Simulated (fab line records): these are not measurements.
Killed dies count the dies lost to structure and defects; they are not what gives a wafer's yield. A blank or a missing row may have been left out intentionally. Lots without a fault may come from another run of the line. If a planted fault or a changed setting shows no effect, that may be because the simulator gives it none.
fab line records	flow sky130
record lots=11	wafers=33	last-day=50
route steps=708 shown NWELL@79 VT_ADJUST_HVTR@139 GATE_OXIDE@197 SPACER@304
lots untouched by any fault: they come from a run of this same line in which no faults occurred
start-h: hours from the record's opening day to when the first of the lot's shown wafers began	wait-h: how many hours have passed since the lot's step before this one	" repeats the value in the row above	L1.1+2: one row covering several wafers at once	- value missing, or start not given	* or withheld: withheld	< > ~ a bound
route shown NAME@n: NAME is a module with steps in the file, n the number in the route of the first one	usual: the fault-free wafers' mean and standard deviation	same: alike in all rows	chamber/n: place in a boat	sites: each site's reading	_std_site: how widely they spread, as a standard deviation	_edge_site: mean of outer sites minus mean of inner sites	radius-mm: how far each site lies from the wafer's centre	mask NAME#n: copy n	behind: the most recent tool/chamber to have shaped the wafer	hold: the reason the lot was held/the length of the hold in hours/how it ended	device: the transistor (n, p or np) that didn't switch	end of line: at the end of the route, the tests of the same wafers	step lacking rows: just its recipe	killed: not the wafer's yield, but the dies lost to structure and defects at the first sort	map: dies across one wafer; x = killed, . = not, _ = none there
set.NAME: the run value of the setting; set.NAME@STEP: its run value at that earlier step	model.NAME: the simulator's own value behind a step, which no gauge read
one table for each step of the route and one row for each wafer, over a sample of lots
services: a tool's chamber out of use, with start hour (start-h, from the record's first day; less than 0 if before it), hours out, and reason
## steps
# step SKY_NWELL_TW_MEAS_26
# usual NWELL_2_TW=497/3.1
lot.wafer	tool	chamber	start-h	wait-h	NWELL_2_TW
L263.2	film-metro-03	-	100.14	0.1	496
L263.3	"	-	"	"	496
L263.6	"	-	"	"	498
L265.4	film-metro-02	-	116.78	0.1	492
L265.5	"	-	"	"	491
L265.6	"	-	"	"	495
L266.1	film-metro-04	-	119.38	0.1	501
L266.4	"	-	"	"	503
L266.5	"	-	"	"	501
L269.2	film-metro-04	-	139.41	0.1	498
L269.3	"	-	"	"	498
L269.5	"	-	"	"	498
L271.1	film-metro-03	-	147.62	0.1	495
L271.2	"	-	"	"	498
L271.3	"	-	"	"	497
L272.2	film-metro-03	-	157.41	0.1	496
L272.4	"	-	"	"	497
L272.6	"	-	"	"	499
L281.2	film-metro-02	-	217.93	0.1	497
L281.3	"	-	"	"	499
L281.5	"	-	"	"	500
L282.1	film-metro-03	-	219.22	0.1	494
L282.3	"	-	"	"	492
L282.5	"	-	"	"	492
L283.3	film-metro-03	-	227.34	0.1	494
L283.4	"	-	"	"	490
L283.6	"	-	"	"	490
L285.2	film-metro-04	-	235.44	0.1	500
L285.3	"	-	"	"	499
L285.5	"	-	"	"	500
L286.2	film-metro-02	-	243.66	0.1	500
L286.3	"	-	"	"	501
L286.4	"	-	"	"	500
# step SKY_VT_ADJUST_HVTR_OVL_MEAS_08
# usual VT_ADJUST_HVTR_OVL=-0.5/1.3
lot.wafer	tool	chamber	start-h	wait-h	VT_ADJUST_HVTR_OVL[nm]
L263.2	overlay-01	-	198.24	0.1	-0.6
L263.3	"	-	"	"	0.0
L263.6	"	-	"	"	0.5
L265.4	overlay-01	-	219.97	0.1	0.4
L265.5	"	-	"	"	-1.0
L265.6	"	-	"	"	0.2
L266.1	overlay-02	-	224.66	0.1	-0.5
L266.4	"	-	"	"	-2.0
L266.5	"	-	"	"	-1.7
L269.2	overlay-02	-	249.77	0.1	-0.4
L269.3	"	-	"	"	0.0
L269.5	"	-	"	"	-0.8
L271.1	overlay-01	-	257.76	0.1	1.8
L271.2	"	-	"	"	1.0
L271.3	"	-	"	"	0.3
L272.2	overlay-02	-	268.42	0.1	0.1
L272.4	"	-	"	"	0.1
L272.6	"	-	"	"	-0.9
L281.2	overlay-01	-	343.62	0.1	-0.5
L281.3	"	-	"	"	1.3
L281.5	"	-	"	"	0.3
L282.1	overlay-01	-	344.49	0.1	0.3
L282.3	"	-	"	"	1.6
L282.5	"	-	"	"	-0.6
L283.3	overlay-02	-	355.90	0.1	-0.8
L283.4	"	-	"	"	0.1
L283.6	"	-	"	"	-0.8
L285.2	overlay-01	-	365.08	0.1	0.7
L285.3	"	-	"	"	1.4
L285.5	"	-	"	"	0.8
L286.2	overlay-01	-	373.36	0.1	-1.5
L286.3	"	-	"	"	-2.3
L286.4	"	-	"	"	-1.5
# step SKY_GATE_OXIDE_OVL_MEAS_10
# usual GATE_OXIDE_OVL=-0.5/1.2
lot.wafer	tool	chamber	start-h	wait-h	GATE_OXIDE_OVL[nm]
L263.2	overlay-01	-	301.52	0.1	2.8
L263.3	"	-	"	"	2.5
L263.6	"	-	"	"	0.7
L265.4	overlay-01	-	325.22	0.1	0.2
L265.5	"	-	"	"	0.1
L265.6	"	-	"	"	-0.9
L266.1	overlay-02	-	334.90	0.1	-2.7
L266.4	"	-	"	"	-0.5
L266.5	"	-	"	"	-1.4
L269.2	overlay-01	-	360.69	0.1	0.6
L269.3	"	-	"	"	2.5
L269.5	"	-	"	"	0.3
L271.1	overlay-02	-	372.28	0.1	-0.8
L271.2	"	-	"	"	-0.9
L271.3	"	-	"	"	-0.8
L272.2	overlay-01	-	379.67	0.1	-1.1
L272.4	"	-	"	"	-1.8
L272.6	"	-	"	"	-1.0
L282.1	overlay-01	-	469.78	0.1	-0.5
L282.3	"	-	"	"	0.1
L282.5	"	-	"	"	-0.1
L281.2	overlay-02	-	470.09	0.1	-0.8
L281.3	"	-	"	"	-2.3
L281.5	"	-	"	"	-0.8
L283.3	overlay-02	-	483.31	0.1	0.0
L283.4	"	-	"	"	0.9
L283.6	"	-	"	"	2.4
L285.2	overlay-01	-	494.32	0.1	-3.3
L285.3	"	-	"	"	-2.7
L285.5	"	-	"	"	-1.4
L286.2	overlay-01	-	503.44	0.1	0.1
L286.3	"	-	"	"	-1.1
L286.4	"	-	"	"	-1.6
# step SKY_SPACER_CVD_00
# recipe material=Si3N4	precursor=DCS/NH3	target-thk-nm=43.1	temp-c=770	time-s=740	pressure-mtorr=250
# usual pressure-mtorr=249.9/0.53
lot.wafer	tool	chamber	start-h	wait-h	pressure-mtorr
L263.2	lpcvd-02	1	518.61	1.0	249.5
L263.3	"	1	"	"	249.7
L263.6	"	1	"	"	250.1
L265.4	lpcvd-02	1	555.61	0.0	249.8
L265.5	"	1	"	"	250.1
L265.6	"	1	"	"	250.1
L266.1	lpcvd-02	0	558.17	1.8	249.1
L266.4	"	0	"	"	249.6
L266.5	"	0	"	"	250.2
L269.2	lpcvd-02	1	581.58	0.0	250.2
L269.3	"	1	"	"	249.8
L269.5	"	1	"	"	250.3
L271.1	lpcvd-02	0	593.12	0.0	125.5
L271.2	"	0	"	"	124.9
L271.3	"	0	"	"	124.7
L272.2	lpcvd-02	0	601.76	0.0	123.5
L272.4	"	0	"	"	124.0
L272.6	"	0	"	"	123.7
L281.2	lpcvd-02	1	694.73	0.8	249.2
L281.3	"	1	"	"	249.4
L281.5	"	1	"	"	250.1
L282.1	lpcvd-02	1	694.73	1.0	249.2
L282.3	"	1	"	"	249.1
L282.5	"	1	"	"	249.5
L283.3	lpcvd-02	1	697.18	0.0	250.1
L283.4	"	1	"	"	249.7
L283.6	"	1	"	"	249.6
L285.2	lpcvd-02	1	706.91	0.4	250.4
L285.3	"	1	"	"	250.3
L285.5	"	1	"	"	250.0
L286.2	lpcvd-02	1	717.67	0.8	250.5
L286.3	"	1	"	"	250.5
L286.4	"	1	"	"	250.2
# step SKY_SPACER_THK_MEAS_01
# recipe reads=Si3N4_of_SPACER_CVD_00
# usual SPACER_CVD_00_THK=43.1/0.44
lot.wafer	tool	chamber	start-h	wait-h	hold	SPACER_CVD_00_THK[nm]
L263.2	film-metro-03	-	519.82	0.0	-	43.7
L263.3	"	-	"	"	-	43.2
L263.6	"	-	"	"	-	43.5
L265.4	film-metro-03	-	556.85	0.0	-	42.5
L265.5	"	-	"	"	-	43.0
L265.6	"	-	"	"	-	43.1
L266.1	film-metro-02	-	559.98	0.0	-	43.5
L266.4	"	-	"	"	-	43.5
L266.5	"	-	"	"	-	43.4
L269.2	film-metro-04	-	583.40	0.0	-	43.3
L269.3	"	-	"	"	-	43.3
L269.5	"	-	"	"	-	43.4
L271.1	film-metro-02	-	594.93	0.0	await-dispo/0.2h/release	34.5
L271.2	"	-	"	"	await-dispo/0.2h/release	34.5
L271.3	"	-	"	"	await-dispo/0.2h/release	34.6
L271.1	film-metro-02	-	595.15	0.2	-	34.5
L271.2	"	-	"	"	-	34.5
L271.3	"	-	"	"	-	34.7
L272.2	film-metro-03	-	602.98	0.0	await-dispo/0.2h/release	35.2
L272.4	"	-	"	"	await-dispo/0.2h/release	35.2
L272.6	"	-	"	"	await-dispo/0.2h/release	35.5
L272.2	film-metro-03	-	603.21	0.2	-	35.1
L272.4	"	-	"	"	-	35.2
L272.6	"	-	"	"	-	35.6
L282.1	film-metro-03	-	695.94	0.0	-	42.7
L282.3	"	-	"	"	-	42.7
L282.5	"	-	"	"	-	42.3
L281.2	film-metro-04	-	695.95	0.0	-	43.7
L281.3	"	-	"	"	-	43.6
L281.5	"	-	"	"	-	43.4
L283.3	film-metro-02	-	698.41	0.0	-	43.1
L283.4	"	-	"	"	-	43.0
L283.6	"	-	"	"	-	42.9
L285.2	film-metro-04	-	708.13	0.0	-	43.6
L285.3	"	-	"	"	-	44.0
L285.5	"	-	"	"	-	43.4
L286.2	film-metro-04	-	719.49	0.0	-	43.1
L286.3	"	-	"	"	-	43.2
L286.4	"	-	"	"	-	43.6
# step SKY_SPACER_ETCHBACK_02
# recipe chemistry=CH3F/O2	target=Si3N4	stop-on=SiO2	source-w=400	bias-w=80	pressure-mtorr=25	ch3f-flow-sccm=40	O2_flow_sccm=30	time-s=46.7	target-depth-a=450
# usual ch3f-flow-sccm=40.01/0.14	chamber-pressure-mTorr=24.999/0.023	drypump-motor-current-A=5.5/0.42	oes-product-au=0.855/0.0071	throttle-valve-pct=10.562/0.0088
lot.wafer	tool	chamber	start-h	wait-h	hold	ch3f-flow-sccm	chamber-pressure-mTorr	drypump-motor-current-A	oes-product-au	rf-hours-counter-h	throttle-valve-pct
L263.2	rie-diel-03	0	519.87	0.0	-	39.96	25.008	4.9	0.858	2	10.546
L263.3	"	2	"	"	-	39.90	25.030	6.1	0.854	6	10.567
L263.6	"	1	"	"	-	40.00	25.070	4.9	0.858	-	10.569
L265.4	rie-diel-02	2	556.88	0.0	-	40.13	25.004	5.5	0.842	60	10.549
L265.5	"	2	"	"	-	40.06	24.996	5.5	0.856	-	10.582
L265.6	"	1	"	"	-	40.02	25.000	6.0	0.848	-	10.561
L266.1	rie-diel-01	1	560.04	0.1	-	40.02	25.012	5.4	0.853	69	10.558
L266.4	"	3	"	"	-	40.02	25.030	5.0	0.854	-	10.575
L266.5	"	0	"	"	-	40.28	25.017	5.1	0.858	-	10.573
L269.2	rie-diel-03	1	583.45	0.0	-	40.23	24.985	4.8	0.861	0	10.568
L269.3	"	0	"	"	-	40.05	24.981	4.9	0.858	3	10.567
L269.5	"	2	"	"	-	40.04	24.991	6.1	0.862	-	10.549
L271.1	rie-diel-02	2	598.69	3.5	await-dispo/3.5h/release	39.89	24.970	5.5	0.764	60	10.537
L271.2	"	3	"	"	await-dispo/3.5h/release	39.91	25.018	5.8	0.765	5	10.546
L271.3	"	1	"	"	await-dispo/3.5h/release	40.01	25.001	6.0	0.766	0	10.551
L272.2	rie-diel-02	2	606.10	2.9	await-dispo/2.8h/release	39.79	25.010	5.5	0.770	60	10.548
L272.4	"	3	"	"	await-dispo/2.8h/release	39.93	24.989	5.8	0.766	5	10.534
L272.6	"	0	"	"	await-dispo/2.8h/release	39.92	25.008	5.8	0.772	-	10.549
L281.2	rie-diel-02	1	696.00	0.0	-	39.99	25.020	6.0	0.867	3	10.562
L281.3	"	3	"	"	-	39.77	24.994	5.8	0.861	7	10.571
L281.5	"	1	"	"	-	39.93	25.052	6.0	0.862	-	10.565
L282.1	rie-diel-01	1	696.00	0.1	-	40.06	25.014	5.5	0.851	2	10.566
L282.3	"	3	"	"	-	40.13	24.967	5.0	0.860	-	10.561
L282.5	"	1	"	"	-	39.97	24.962	5.4	0.848	-	10.555
L283.3	rie-diel-02	1	698.45	0.0	-	39.76	25.044	6.0	0.854	3	10.568
L283.4	"	1	"	"	-	39.79	24.955	6.0	0.854	-	10.562
L283.6	"	0	"	"	-	39.89	24.968	5.8	0.846	-	10.545
L285.2	rie-diel-03	3	708.18	0.0	-	40.13	25.023	5.7	0.865	4	10.558
L285.3	"	1	"	"	-	39.82	25.039	4.9	0.870	3	10.558
L285.5	"	0	"	"	-	39.98	24.980	4.9	0.856	-	10.559
L286.2	rie-diel-02	0	719.54	0.0	-	39.78	24.990	5.8	0.855	4	10.562
L286.3	"	3	"	"	-	40.08	24.990	5.8	0.849	8	10.559
L286.4	"	0	"	"	-	39.98	25.012	5.8	0.866	-	10.576
## services
tool	chamber	start-h	hours	kind
lpcvd-02	-	495.38	17.2	pm
rie-diel-01	1	500.92	6.0	repair
rie-diel-03	3	502.52	35.3	repair
rie-diel-02	0	521.02	-	clean
rie-diel-02	0	521.02	24.6	scheduled-down
rie-diel-02	0	521.02	24.6	vent-cycle
rie-diel-01	2	560.01	3.6	repair
rie-diel-03	0	568.53	1.9	repair
rie-diel-02	1	569.43	-	clean
rie-diel-02	1	569.43	15.3	scheduled-down
rie-diel-02	1	569.43	15.3	vent-cycle
rie-diel-01	2	624.28	2.6	repair
rie-diel-01	2	636.14	132.0	repair
rie-diel-02	0	637.66	9.2	repair
lpcvd-02	-	655.86	2.8	pm
rie-diel-02	2	673.69	32.9	repair
rie-diel-01	0	685.59	11.3	repair
rie-diel-02	1	688.24	5.6	repair
rie-diel-03	2	697.20	3.8	repair
rie-diel-02	2	706.60	-	clean
rie-diel-02	2	706.60	18.1	scheduled-down
rie-diel-02	2	706.60	18.1	vent-cycle
rie-diel-03	1	709.06	4.1	repair
rie-diel-01	-	709.57	2.8	pm
## key
first-sign step=SKY_SPACER_CVD_00	reading=pressure-mtorr	direction=down	sigmas=99+	usual=249.9	struck=124.4
effect step=SKY_SPACER_THK_MEAS_01	reading=visit	direction=added
effect step=SKY_SPACER_THK_MEAS_01	reading=SPACER_CVD_00_THK	direction=down	sigmas=19	usual=43.1	struck=34.9
effect step=SKY_SPACER_ETCHBACK_02	reading=oes-product-au	direction=down	sigmas=12	usual=0.855	struck=0.767
met-at SKY_SPACER_CVD_00
struck-lots L271,L272
struck-wafers L271.1,L271.2,L271.3,L272.2,L272.4,L272.6
tester-left-out L271,L272
not-acting-at SKY_NWELL_TW_MEAS_26,SKY_VT_ADJUST_HVTR_OVL_MEAS_08,SKY_GATE_OXIDE_OVL_MEAS_10
onset-between 558.17 593.12
fault kind=process-parameter-drift	tool=lpcvd-02	chamber=0	onset-h=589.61	steps=SKY_SPACER_CVD_00	channel=pressure-mtorr	offset=-125	shape=step	end-h=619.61	acts-in=these-recipes-only	stated=250
# tester-left-out: of these lots the tester's yield and bins aren't shown, on N5 and GAA mostly nor the transistor test; their killed dies are dies lost to structure and defects alone, not to doping, threshold or leakage, so they don't give the yield
